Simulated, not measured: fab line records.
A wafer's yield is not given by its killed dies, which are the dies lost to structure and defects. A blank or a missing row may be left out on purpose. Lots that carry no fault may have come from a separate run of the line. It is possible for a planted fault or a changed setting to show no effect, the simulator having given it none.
Which of the tools did it? | flow sky130 | 10 lots, 30 wafers sampled, at 5 steps of a route of 708

## WHAT THE GAUGES READ, wafer by wafer
SKY_CAP2M_RS_MEAS_03: uses a four-point probe to measure.
lot  | measured     | on            | CAP2M_TIN_RS (ohm/sq)
L180 | day 39 19:46 | film_metro-03 | 6.94 6.91 6.93
L182 | day 40 15:31 | film_metro-04 | 6.90 6.91 6.95
L184 | day 41 01:16 | film_metro-01 | 7.04 7.09 7.07
L186 | day 41 23:01 | film_metro-04 | 7.06 6.97 6.96
L188 | day 42 10:49 | film_metro-03 | 7.01 7.07 7.02
L189 | day 42 15:02 | film_metro-04 | 6.88 6.86 6.95
L195 | day 44 07:38 | film_metro-03 | 6.83 6.88 6.89
L197 | day 45 02:39 | film_metro-03 | 6.82 6.86 6.83
L199 | day 45 11:11 | film_metro-01 | 6.92 7.01 7.01
L201 | day 46 00:46 | film_metro-04 | 6.93 6.91 6.96

SKY_METAL5_THK_MEAS_06: measures by xrf.
lot  | measured     | on            | METAL5_ALCU_THK (nm)
L180 | day 42 23:46 | film_metro-03 | 1130 1129 1138
L182 | day 43 16:58 | film_metro-01 | 1130 1147 1143
L184 | day 44 02:05 | film_metro-01 | 1144 1139 1145
L186 | day 44 23:30 | film_metro-01 | 1024 1038 1033
L188 | day 45 09:46 | film_metro-02 | 1133 1118 1131
L189 | day 45 15:53 | film_metro-03 | 1049 1048 1045
L195 | day 47 02:48 | film_metro-01 | 1143 1136 1133
L197 | day 47 21:15 | film_metro-03 | 1162 1163 1169
L199 | day 48 03:34 | film_metro-03 | 1125 1121 1142
L201 | day 48 17:02 | film_metro-03 | 1174 1139 1164

SKY_PASSIVATION_THK_MEAS_01.
lot  | measured     | on            | PASSIVATION_CVD_00_THK (nm)
L180 | day 43 23:52 | film_metro-02 | 87.4 89.6 89.2
L182 | day 44 16:11 | film_metro-03 | 88.5 89.9 89.6
L184 | day 45 01:14 | film_metro-03 | 89.5 90.6 90.2
L186 | day 45 20:58 | film_metro-03 | 88.6 88.2 88.6
L188 | day 46 06:38 | film_metro-04 | 88.8 87.5 89.7
L189 | day 46 12:52 | film_metro-02 | 88.6 91.0 90.4
L195 | day 47 23:32 | film_metro-02 | 89.1 88.4 90.5
L197 | day 48 16:25 | film_metro-02 | 89.2 88.8 89.3
L199 | day 48 22:29 | film_metro-02 | 90.0 88.7 91.2
L201 | day 49 12:21 | film_metro-04 | 90.9 90.9 91.3

## WHICH TOOL RAN EACH LOT (tool, then ch and the chambers of the sampled wafers, then the start)
lot  | SKY_VIA4_CMP_21               | SKY_METAL5_SPUTTER_04
L180 | cmp-01 ch 0,2, day 42 23:10   | pvd_sputter-04, day 42 23:35
L182 | cmp-01 ch 2,3, day 43 16:26   | pvd_sputter-04, day 43 16:48
L184 | cmp-01 ch 1,2, day 44 01:32   | pvd_sputter-02, day 44 01:55
L186 | cmp-01 ch 0,1,3, day 44 23:01 | pvd_sputter-02, day 44 23:20
L188 | cmp-01 ch 1,2,3, day 45 09:11 | pvd_sputter-03, day 45 09:36
L189 | cmp-02 ch 0,2,3, day 45 15:27 | pvd_sputter-02, day 45 15:43
L195 | cmp-02 ch 1,2,3, day 47 02:11 | pvd_sputter-03, day 47 02:37
L197 | cmp-02 ch 0,1,3, day 47 20:40 | pvd_sputter-03, day 47 21:05
L199 | cmp-01 ch 0,1,3, day 48 02:59 | pvd_sputter-04, day 48 03:24
L201 | cmp-01 ch 0,3, day 48 16:28   | pvd_sputter-03, day 48 16:51
- SKY_VIA4_CMP_21: polishes, stops on SiO2, t overpolish 25 s, target thk 0 nm.
- SKY_METAL5_SPUTTER_04: material TiN, target thk 70 nm, time 58.3 s.

## AS READ BY THE TOOLS THEMSELVES (means over the sampled wafers that have a number; for cases with no such wafer, the mark the record gives instead)
SKY_VIA4_CMP_21.
lot  | tool   | head_pressure_psi (psi) | motor_current_A (A) | overpolish_run_s (s) | platen_rpm (rpm) | time_to_endpoint_s (s)
L180 | cmp-01 | 3.501                   | 10.2                | 24.999               | 60.02            | 122
L182 | cmp-01 | 3.501                   | 11.0                | 25.005               | 59.99            | 131
L184 | cmp-01 | 3.500                   | 9.7                 | 24.996               | 60.01            | 122
L186 | cmp-01 | 3.505                   | 10.8                | 25.007               | 60.02            | 121
L188 | cmp-01 | 3.498                   | 10.6                | 24.991               | 59.96            | 128
L189 | cmp-02 | 3.500                   | 10.4                | 25.002               | 59.96            | 124
L195 | cmp-02 | 3.507                   | 11.3                | 24.996               | 60.00            | 129
L197 | cmp-02 | 3.499                   | 11.0                | 25.000               | 59.98            | 128
L199 | cmp-01 | 3.498                   | 10.8                | 25.001               | 60.05            | 125
L201 | cmp-01 | 3.496                   | 11.9                | 24.998               | 60.03            | 124

SKY_METAL5_SPUTTER_04.
lot  | tool           | throttle_valve_pct (%)
L180 | pvd_sputter-04 | 30.1
L182 | pvd_sputter-04 | 30.1
L184 | pvd_sputter-02 | 29.7
L186 | pvd_sputter-02 | 29.0
L188 | pvd_sputter-03 | 29.5
L189 | pvd_sputter-02 | 29.8
L195 | pvd_sputter-03 | 29.6
L197 | pvd_sputter-03 | 29.8
L199 | pvd_sputter-04 | 30.9
L201 | pvd_sputter-03 | 29.8

## THE ANSWER, worked out from the rows above alone
Rule: the lots themselves supply what counts as usual. Put in order of their means at a reading, lots are off if they are a third of the lots or fewer, leave a main group of 4 or more, and stand apart from it by a gap of 3 or more times the standard deviation of the main group's means; of several such gaps the widest counts. If all means in a main group match to the digits the tables above print for the reading, that group is not used. A lot without any number at a reading at which 4 lots or more have one is off too. Any other lot the step has rows for is counted as sound. First the gauges in route order, then the tools' own readings, where a lot's mean is used as printed above. The first step at which some lot is off is used, and at that step the reading that is off furthest; a lot without a number counts as furthest.
Off: L186, L189, at SKY_METAL5_THK_MEAS_06 (METAL5_ALCU_THK). The main group: mean 1142 nm, standard deviation 13.
If a tool, at a process step before that reading, ran all the lots that are off and no sound lot after the first of them, it fits. Those tools and the gauges at SKY_METAL5_THK_MEAS_06 are tried in the same way. One candidate fits, namely pvd_sputter-02 at SKY_METAL5_SPUTTER_04. A fault onset in the window from L184 (day 44 01:55, its last sound lot) to L186 (day 44 23:20, its first lot off) fits.

## WHAT HAD BEEN PUT IN BY THE SIMULATOR
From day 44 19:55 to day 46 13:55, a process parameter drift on pvd_sputter-02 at SKY_METAL5_SPUTTER_04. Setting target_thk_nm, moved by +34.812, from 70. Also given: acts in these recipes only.
Lots struck among those shown: L186, L189. The rule above reached the same finding.
